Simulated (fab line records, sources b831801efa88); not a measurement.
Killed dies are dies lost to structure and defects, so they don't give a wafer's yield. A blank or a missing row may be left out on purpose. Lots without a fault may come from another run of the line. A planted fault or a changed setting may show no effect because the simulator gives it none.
A struck lot beside a sound one | flow sky130 | 25 steps out of a route of 708
Sound: wafers L394.2, L394.5, L394.6. Struck: wafers L393.1, L393.5, L393.6. The cause comes at the end.
At each step with rows: each side's tool, then ch and its chambers, then its first start. Under that, the readings that differ: sound wafers | struck wafers | difference of the means | sigmas: that difference in standard deviations of wafers without a fault.
alike: readings whose means differ by less than 2 such deviations, and words and numbers that are the same on both sides. not compared: withheld readings, readings that some wafer has no value for, bounds like >300 that may hide the same value, and numbers for which the record gives no deviation and whose values overlap.
The two part at a step that has a row with sigmas, a row that says differs or no value, or rows on one side only. Numbers that don't overlap but have no deviation are shown without sigmas and don't part them. A reading that every wafer of one side lacks parts them only if that side has two wafers or more.

SKY_POLY_CUT_ETCH_11: etches Si3N4 in CF4/CH2F2/Ar, stops on poly-Si, time 42.5 s, target depth 60 nm.
  sound on rie_diel-02 ch 0,2,3, day 30 23:49; struck on rie_diel-01 ch 2,3, day 30 09:30
  alike: drypump_motor_current_A, oes_product_au, throttle_valve_pct
  not compared: rf_hours_counter_h
SKY_POLY_CUT_STRIP_12: strips in O2/N2.
  sound on plasma_asher-02 ch 0,1, day 30 23:51; struck on plasma_asher-04 ch 0,1, day 30 09:32
  reading                      | sound             | struck            | difference | sigmas
  strip_time_to_endpoint_s (s) | 5.311 5.346 5.318 | 5.384 5.375 5.371 | +0.052     | +2
  alike: chamber_pressure_mTorr, drypump_motor_current_A, oes_product_au
  not compared: rf_hours_counter_h
then, 7 steps without rows for these wafers: SKY_SD_P_DEHYDRATE_00 (time 60 s); SKY_SD_P_HMDS_01 (prime time 60 s); SKY_SD_P_COAT_02 (resist thk 1140 nm); SKY_SD_P_SOFTBAKE_03 (time 60 s); SKY_SD_P_EXPOSE_04 (exposes mask PSDM, target cd 380 nm); SKY_SD_P_PEB_05; SKY_SD_P_DEVELOP_06 (develop time 60 s).
SKY_SD_P_CD_MEAS_07: target cd 380 nm.
  sound on cd_sem-02, day 32 03:17; struck on cd_sem-01, day 31 12:40
  alike: cd_nm
SKY_SD_P_OVL_MEAS_08:
  sound on overlay-02, day 32 03:23; struck on overlay-01, day 31 12:47
  alike: SD_P_OVL
then, 1 step without rows for these wafers: SKY_SD_P_IMPLANT_09.
SKY_SD_P_STRIP_10: strips in O2/N2.
  sound on plasma_asher-02 ch 0,1, day 32 03:34; struck on plasma_asher-03 ch 0,1, day 31 12:58
  no value came back on the struck wafers for chamber_pressure_mTorr (mTorr), drypump_motor_current_A (A), oes_product_au (a.u.), strip_time_to_endpoint_s (s); on the sound wafers chamber_pressure_mTorr (mTorr) reads 1501.1 1498.5 1499.0
  reading                                   | sound | struck         | difference | sigmas
  model.NOVOLAK_of_SD_P_COAT_02.thk_nm (nm) | 0 0 0 | 1141 1140 1137 | +1139      |
  not compared: rf_hours_counter_h
SKY_SD_P_TW_MEAS_11:
  sound on film_metro-03, day 32 03:41; struck on film_metro-01, day 31 13:04
  alike: SD_P_TW
then, 8 steps without rows for these wafers: SKY_RES_XHIGH_DEHYDRATE_00 (time 60 s); SKY_RES_XHIGH_HMDS_01 (prime time 60 s); SKY_RES_XHIGH_COAT_02 (resist thk 1140 nm); SKY_RES_XHIGH_SOFTBAKE_03 (time 60 s); SKY_RES_XHIGH_EXPOSE_04 (exposes mask URPM, target cd 1270 nm); SKY_RES_XHIGH_PEB_05; SKY_RES_XHIGH_DEVELOP_06 (develop time 60 s); SKY_RES_XHIGH_IMPLANT_07.
SKY_RES_XHIGH_STRIP_08: strips in O2/N2.
  sound on plasma_asher-03 ch 0,1, day 33 06:09; struck on plasma_asher-04 ch 0,1, day 32 15:09
  reading                      | sound             | struck            | difference | sigmas
  strip_time_to_endpoint_s (s) | 14.28 14.24 14.27 | 31.26 31.30 31.25 | +17.01     | +99 or more
  alike: chamber_pressure_mTorr, drypump_motor_current_A, oes_product_au
  not compared: rf_hours_counter_h
SKY_RES_XHIGH_TW_MEAS_09:
  sound on film_metro-03, day 33 06:16; struck on film_metro-03, day 32 15:15
  reading      | sound          | struck   | difference | sigmas
  RES_XHIGH_TW | 1634 1640 1636 | 30 30 30 | -1607      | -99 or more
then, 1 step without rows for these wafers: SKY_SD_N_DEHYDRATE_00 (time 60 s).

WHERE THEY PART
First at SKY_POLY_CUT_STRIP_12; last, within this record, at SKY_RES_XHIGH_TW_MEAS_09.

WHY: what the simulator had put in
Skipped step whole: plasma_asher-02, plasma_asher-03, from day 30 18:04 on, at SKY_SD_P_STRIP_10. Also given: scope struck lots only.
